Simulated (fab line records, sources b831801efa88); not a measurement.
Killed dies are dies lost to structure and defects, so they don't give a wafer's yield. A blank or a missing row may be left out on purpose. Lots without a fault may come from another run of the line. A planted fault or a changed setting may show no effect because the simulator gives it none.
Problem report in the 8D (eight disciplines) form, filled by code | flow sky130 | the parts of the form that need people (team, actions taken, sign-off) are left out

1. THE PROBLEM
LOCAL_INTERCONNECT_TIN_RS at SKY_LOCAL_INTERCONNECT_RS_MEAS_01 reads a mean of 16.70 ohm/sq on 4 wafers of 2 lots; wafers without a fault read 14.16 ohm/sq with a standard deviation of 0.14. That is +18 standard deviations from the usual mean.
The step: measures by four-point-probe.
First seen on wafer L911.2, day 32 21:03, on film_metro-02. The record holds 28 wafers of 10 lots with a number at this step. Rule for "out", or "out of limits": more than 4 standard deviations from the usual mean. The other wafers with a number count as sound.

2. WHAT IT IS AND WHAT IT IS NOT
question                    | is                           | is not
which readings at this step | LOCAL_INTERCONNECT_TIN_RS    | -
which lots                  | L911, L914                   | L901, L902, L903, L904, L916, L917, L921, L922
which wafers of those lots  | all that have a number       | -
read on which gauges        | film_metro-02, film_metro-04 | film_metro-01
when                        | from day 32 21:03            | up to then (12 sound wafers); but 12 sound wafers of L916, L917, L921, L922 came after

3. SUSPECTS, AND WHAT RULES EACH OUT
Counting: a tool at a process step up to the reading stays a suspect if it ran every lot that is out and no sound lot after the first of them.
- the gauge at SKY_LOCAL_INTERCONNECT_RS_MEAS_01: ruled out. The wafers that are out were read on 2 gauges (film_metro-02, film_metro-04).
- pvd_sputter-04 at SKY_LI_CONTACT_SPUTTER_19 (material Ti, target thk 20 nm, time 106.37 s): ruled out as a lasting fault. Sound lots L917, L922 ran on it after its first lot that is out, L911 (day 32 20:11).
- pvd_sputter-04 at SKY_LOCAL_INTERCONNECT_SPUTTER_00 (material TiN, target thk 100 nm, time 83.3 s): ruled out as a lasting fault. Sound lots L921 ran on it after its first lot that is out, L911 (day 32 20:55).
Left after counting: nothing in the record.

4. THE CAUSE (what the simulator had put in)
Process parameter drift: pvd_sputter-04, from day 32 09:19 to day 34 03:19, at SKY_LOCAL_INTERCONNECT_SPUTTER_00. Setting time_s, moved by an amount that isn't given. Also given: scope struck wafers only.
Counting ruled it out, wrongly: the rule takes a fault to strike every lot that its tool runs from its start on, and this one did not.

5. THE CHAIN OF EFFECTS, in route order
Each row: a reading whose mean over the struck wafers that have a number lies more than 3 standard deviations from the usual. Only readings for which the record gives a usual standard deviation are gone through. hours: the time from each lot's start at the first step in this table that gives one to its start at this step, as a median over the lots. sigmas: the change in usual standard deviations.
hours | step                                 | reading                    | usual        | on struck wafers | change | sigmas
0     | SKY_LOCAL_INTERCONNECT_RS_MEAS_01    | LOCAL_INTERCONNECT_TIN_RS  | 14.16 ohm/sq | 16.70            | +2.54  | +18
0     | SKY_LOCAL_INTERCONNECT_THK_MEAS_02   | LOCAL_INTERCONNECT_TIN_THK | 102.3 nm     | 87.4             | -14.9  | -15
26    | SKY_LOCAL_INTERCONNECT_METAL_ETCH_14 | oes_product_au             | 0.940 a.u.   | 0.861            | -0.079 | -12
26    | SKY_LOCAL_INTERCONNECT_METAL_ETCH_14 | throttle_valve_pct         | 21.902 %     | 21.958           | +0.056 | +6.1
The process steps in it:
- SKY_LOCAL_INTERCONNECT_METAL_ETCH_14: etches TiN in Cl2/BCl3, stops on PSG, target depth 110 nm, time 31.4 s.
Later measuring or inspecting steps at which every struck wafer that the step has a row for has a number for every such reading, and none has moved that far: SKY_CONTACT_OVL_MEAS_15.

6. WHAT WOULD HAVE CAUGHT IT SOONER
In this record the first reading out of limits at a measuring or inspecting step was taken at day 32 21:03, 12 hours after the fault began at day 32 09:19.
Of the tool readings at SKY_LOCAL_INTERCONNECT_SPUTTER_00 for which the record gives a usual standard deviation, none was out on any struck wafer, so an alarm limit of 4 standard deviations on them would not have fired.
